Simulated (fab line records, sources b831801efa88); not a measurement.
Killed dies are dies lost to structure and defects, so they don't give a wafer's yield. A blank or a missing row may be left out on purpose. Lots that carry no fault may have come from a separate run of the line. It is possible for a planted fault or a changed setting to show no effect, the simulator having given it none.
fab line records ; flow sky130
[record] lots = 14; wafers = 42; lastDay = 50
route steps=708 shown FIELD_ISO@15 PAD_OPEN@708
lots that met no fault: from a run of the same line without faults
startH: start of the lot's first displayed wafer, in hours after the record's first day ; waitH: hours from the lot's prior step to this one ; " as in the row above ; L1.1+2: several wafers, shown together as one row ; - no value present, or no start provided ; * or withheld: withheld ; < > ~ a bound
route shown NAME@n: NAME is a module with steps in the file, n the number in the route of the first one ; usual: mean/standard deviation of fault-free wafers ; same: alike in all rows ; chamber/n: place in a boat ; sites: per-site readings ; _std_site: their standard deviation ; _edge_site: mean of outer sites minus mean of inner sites ; radiusMm: for every site, how far away it sits from the centre of the wafer ; mask NAME#n: copy n ; behind: the tool/chamber that last shaped the wafer ; hold: the reason the lot was held/the length of the hold in hours/how it ended ; device: the n, p or np transistor that did not switch ; end of line: tests of these same wafers at the route's end ; where a step has no rows: the recipe by itself ; killed: dies that structure and defects cost at the first sort, which is not the same as the wafer's yield ; map: shows each die of a wafer: x if killed, . if not, _ if none is there
set.NAME: setting as actually run; set.NAME@STEP: the setting as run at that earlier step ; model.NAME: the simulator's own value behind a step, which no gauge read
steps of the route over a sample of lots; a table a step, a row a wafer
services: when a tool's chamber went out of use (startH, in hours from the record's first day, below 0 if earlier), for how many hours, and the reason
[[steps]]
[step SKY_FIELD_ISO_ETCH_14]
[recipe] chemistry = N2/H2; target = BARC; ionEnergyEv = 200; sourceW = 500; biasW = 100; pressureMtorr = 30; n2FlowSccm = 100; h2FlowSccm = 200; stopOn = SiO2; timeS = 45.9; targetDepthA = 600
[usual] biasW = 100.0/0.33; drypumpMotorCurrentA = 6.0/0.58; oesProductAu = 0.854/0.0047; throttleValvePct = 13.225/0.0091
lot.wafer;tool;chamber;startH;waitH;biasW;drypumpMotorCurrentA;oesProductAu;rfHoursCounterH;throttleValvePct
L539.1;rieDiel-01;3;28.87;0.1;100.0;5.7;0.860;114;13.226
L539.4;rieDiel-01;0;28.87;0.1;100.1;6.6;0.861;87;13.230
L539.6;rieDiel-01;2;28.87;0.1;99.9;5.3;0.861;-;13.236
L540.1;rieDiel-01;1;34.57;0.1;100.0;5.8;0.856;7;13.227
L540.3;rieDiel-01;2;34.57;0.1;99.6;5.3;0.856;138;13.227
L540.4;rieDiel-01;3;34.57;0.1;100.0;5.7;0.855;114;13.238
L541.2;rieDiel-04;3;41.47;0.1;99.6;5.1;0.859;125;13.228
L541.5;rieDiel-04;0;41.47;0.1;100.7;5.8;0.851;-;13.228
L541.6;rieDiel-04;3;41.47;0.1;100.0;5.1;0.843;-;13.213
L542.1;rieDiel-04;1;44.84;0.1;99.9;6.8;0.850;101;13.223
L542.3;rieDiel-04;3;44.84;0.1;99.5;5.2;0.855;125;13.232
L542.6;rieDiel-04;0;44.84;0.1;100.5;5.9;0.863;-;13.228
L543.1;rieDiel-04;3;49.57;0.1;100.1;5.1;0.851;125;13.210
L543.3;rieDiel-04;1;49.57;0.1;99.8;6.8;0.849;101;13.230
L543.5;rieDiel-04;1;49.57;0.1;99.7;6.8;0.860;-;13.223
L544.2;rieDiel-04;1;53.57;0.1;99.6;6.8;0.849;101;13.218
L544.3;rieDiel-04;2;53.57;0.1;100.0;6.8;0.857;42;13.231
L544.4;rieDiel-04;0;53.57;0.1;99.6;5.8;0.858;-;13.223
L545.1;rieDiel-01;0;59.47;0.1;100.7;6.6;0.853;87;13.215
L545.2;rieDiel-01;1;59.47;0.1;99.8;5.8;0.855;8;13.224
L545.5;rieDiel-01;3;59.47;0.1;99.6;5.7;0.850;-;13.220
L546.2;rieDiel-04;0;64.47;0.1;100.1;5.8;0.856;71;13.229
L546.4;rieDiel-04;2;64.47;0.1;100.1;6.8;0.854;43;13.218
L546.5;rieDiel-04;2;64.47;0.1;100.0;6.8;0.860;-;13.233
L547.2;rieDiel-04;0;69.22;0.1;99.9;5.8;0.849;71;13.231
L547.4;rieDiel-04;1;69.22;0.1;100.4;6.8;0.851;101;13.217
L547.6;rieDiel-04;2;69.22;0.1;100.2;6.8;0.860;-;13.219
L551.2;rieDiel-04;3;90.77;0.1;83.4;5.1;0.858;125;13.203
L551.3;rieDiel-04;0;90.77;0.1;83.2;5.8;0.862;71;13.235
L551.5;rieDiel-04;0;90.77;0.1;83.1;5.8;0.850;-;13.235
L553.2;rieDiel-04;2;101.04;0.1;83.3;6.8;0.850;43;13.204
L553.3;rieDiel-04;3;101.04;0.1;83.0;5.1;0.856;126;13.234
L553.4;rieDiel-04;1;101.04;0.1;83.3;6.9;0.854;102;13.232
L559.3;rieDiel-01;2;132.62;0.1;99.5;5.3;0.854;140;13.230
L559.5;rieDiel-01;3;132.62;0.1;100.3;5.7;0.854;-;13.230
L559.6;rieDiel-01;0;132.62;0.1;99.8;6.6;0.860;-;13.229
L560.1;rieDiel-01;2;137.42;0.1;100.0;5.3;0.857;140;13.229
L560.3;rieDiel-01;3;137.42;0.1;100.0;5.7;0.858;116;13.228
L560.6;rieDiel-01;1;137.42;0.1;100.0;5.8;0.847;-;13.227
L562.1;rieDiel-02;0;149.64;0.1;100.1;5.0;0.854;102;13.243
L562.2;rieDiel-02;1;149.64;0.1;100.3;6.0;0.850;4;13.218
L562.4;rieDiel-02;3;149.64;0.1;100.1;5.6;0.851;42;13.221
[step SKY_PAD_OPEN_PROBE_99]
[usual] killed_at_M0_to_M3 = 44/7.2; killed_at_M4_up = 3.4/2.1; killedAtContacts = 24/5.5; killedAtFrontEnd = 15/4.6; killedAtOther = 0.4/0.64; killedDies = 86/9.1; killedOpen = 47/7.5; killedShort = 39/5.8
[same] grossDies = 492; killedAtBackSide = 0
lot.wafer;tool;chamber;startH;waitH;killed_at_M0_to_M3;killed_at_M4_up;killedAtContacts;killedAtFrontEnd;killedAtOther;killedDies;killedOpen;killedShort
L551.2;prober-02;-;1150.86;0.1;41;2;23;20;0;86;47;39
L551.3;prober-02;-;1150.91;0.2;48;3;20;16;0;87;56;31
L551.5;prober-02;-;1151.01;0.2;53;1;20;15;0;89;58;31
// killed by level:class
L551.2 CONTACT:geometricParticle:open=11 VIA1:geometricParticle:open=9 VIA3:geometricParticle:open=8 FIELD_ISO:geometricParticle:short=7 FIELD_ISO:geometricParticle:open=5 METAL1:geometricParticle:short=5 POLY_GATE:geometricParticle:open=4 LI_CONTACT:geometricParticle:open=4
L551.3 VIA1:geometricParticle:open=15 VIA2:geometricParticle:open=9 POLY_GATE:geometricParticle:open=6 LOCAL_INTERCONNECT:geometricParticle:short=6 CONTACT:geometricParticle:open=6 METAL2:geometricParticle:short=6 VIA1:geometricParticle:short=4 VIA3:geometricParticle:open=4
L551.5 VIA1:geometricParticle:open=14 VIA2:geometricParticle:open=11 CONTACT:geometricParticle:open=7 VIA3:geometricParticle:open=7 LI_CONTACT:geometricParticle:open=6 VIA1:geometricParticle:short=6 FIELD_ISO:geometricParticle:open=5 METAL1:geometricParticle:short=5
[[services]]
tool;chamber;startH;hours;kind
rieDiel-01;3;39.88;5.0;repair
rieDiel-01;0;41.35;7.4;repair
rieDiel-04;3;51.12;9.9;repair
rieDiel-02;0;99.72;8.5;repair
rieDiel-01;3;109.04;3.0;repair
rieDiel-04;-;115.72;0.2;repair
rieDiel-02;0;121.73;4.4;repair
rieDiel-01;-;133.12;0.5;repair
[[key]]
[firstSign] step = SKY_FIELD_ISO_ETCH_14; reading = biasW; direction = down; sigmas = 51; usual = 100.0; struck = 83.2
effect none on later readings
metAt SKY_FIELD_ISO_ETCH_14
struckLots L551,L553
testerLeftOut L551,L553
onsetBetween 69.22 90.77
[fault] kind = processParameterDrift; tool = rieDiel-04; chamber = -; onsetH = 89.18; steps = SKY_FIELD_ISO_ETCH_14; channel = biasW; offset = -16.591; shape = step; endH = 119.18; actsIn = theseRecipesOnly; stated = 100
// testerLeftOut: of these lots the tester's yield and bins aren't shown, on N5 and GAA mostly nor the transistor test; their killed dies are dies lost to structure and defects alone, not to doping, threshold or leakage, so they don't give the yield
